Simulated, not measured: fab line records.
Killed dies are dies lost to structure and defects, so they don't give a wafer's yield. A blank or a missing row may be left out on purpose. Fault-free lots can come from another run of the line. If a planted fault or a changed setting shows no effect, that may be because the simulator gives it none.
Chamber matching || flow sky130 || SKY_VIA3_ETCH_15 on rie diel-03 has 4 sister chambers
The step etches SiO2 in C4F8/O2/Ar, stops on TiN, target depth 507 nm, time 78 s. 8 wafers are shown with their chamber, then 7 later ones without.

WAFERS PAIRED WITH THEIR CHAMBERS
{"wafer": "L315.1", "chamber": 0, "oes product au (a.u.)": 0.955}
{"wafer": "L315.2", "chamber": 2, "oes product au (a.u.)": 0.942}
{"wafer": "L317.2", "chamber": 2, "oes product au (a.u.)": 0.948}
{"wafer": "L317.6", "chamber": 0, "oes product au (a.u.)": 0.944}
{"wafer": "L318.1", "chamber": 3, "oes product au (a.u.)": 0.951}
{"wafer": "L318.5", "chamber": 1, "oes product au (a.u.)": 0.946}
{"wafer": "L324.2", "chamber": 3, "oes product au (a.u.)": 0.954}
{"wafer": "L324.3", "chamber": 1, "oes product au (a.u.)": 0.947}

WAFERS WHOSE CHAMBER IS MISSING
{"wafer": "L324.4", "oes product au (a.u.)": 0.941}
{"wafer": "L329.3", "oes product au (a.u.)": 0.950}
{"wafer": "L329.4", "oes product au (a.u.)": 0.940}
{"wafer": "L329.5", "oes product au (a.u.)": 0.938}
{"wafer": "L331.2", "oes product au (a.u.)": 0.946}
{"wafer": "L331.3", "oes product au (a.u.)": 0.947}
{"wafer": "L331.4", "oes product au (a.u.)": 0.952}

WHICH CHAMBER EACH ONE RAN IN
{"wafer": "L324.4", "from the rows above": "can't be placed: 2 or 1 or 0 or 3", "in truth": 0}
{"wafer": "L329.3", "from the rows above": "can't be placed: 0 or 3 or 1 or 2", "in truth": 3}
{"wafer": "L329.4", "from the rows above": "can't be placed: 2 or 1 or 0 or 3", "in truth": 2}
{"wafer": "L329.5", "from the rows above": "can't be placed: 2 or 1 or 0 or 3", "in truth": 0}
{"wafer": "L331.2", "from the rows above": "can't be placed: 1 or 2 or 0 or 3", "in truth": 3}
{"wafer": "L331.3", "from the rows above": "can't be placed: 1 or 2 or 0 or 3", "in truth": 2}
{"wafer": "L331.4", "from the rows above": "can't be placed: 3 or 0 or 1 or 2", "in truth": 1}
Correctly placed: 0 of 7. Cannot be placed on the basis of these rows: 7; the candidates contain the true chamber in 7. Number placed wrongly: 0.
How it was worked out, from the rows above alone: a wafer's distance from a chamber is the root of the sum, over the readings, of the square of ((its reading less the chamber's mean) divided by the reading's scatter). If the next closest chamber is less than 2 further off than the closest, the wafer can't be placed; otherwise it belongs to the closest. Each chamber's mean is taken over the wafers shown for it. How the scatter is found: for the shown wafers, subtract from each reading the mean of its chamber, square and add these, divide the total by (wafers less chambers), then take the root.
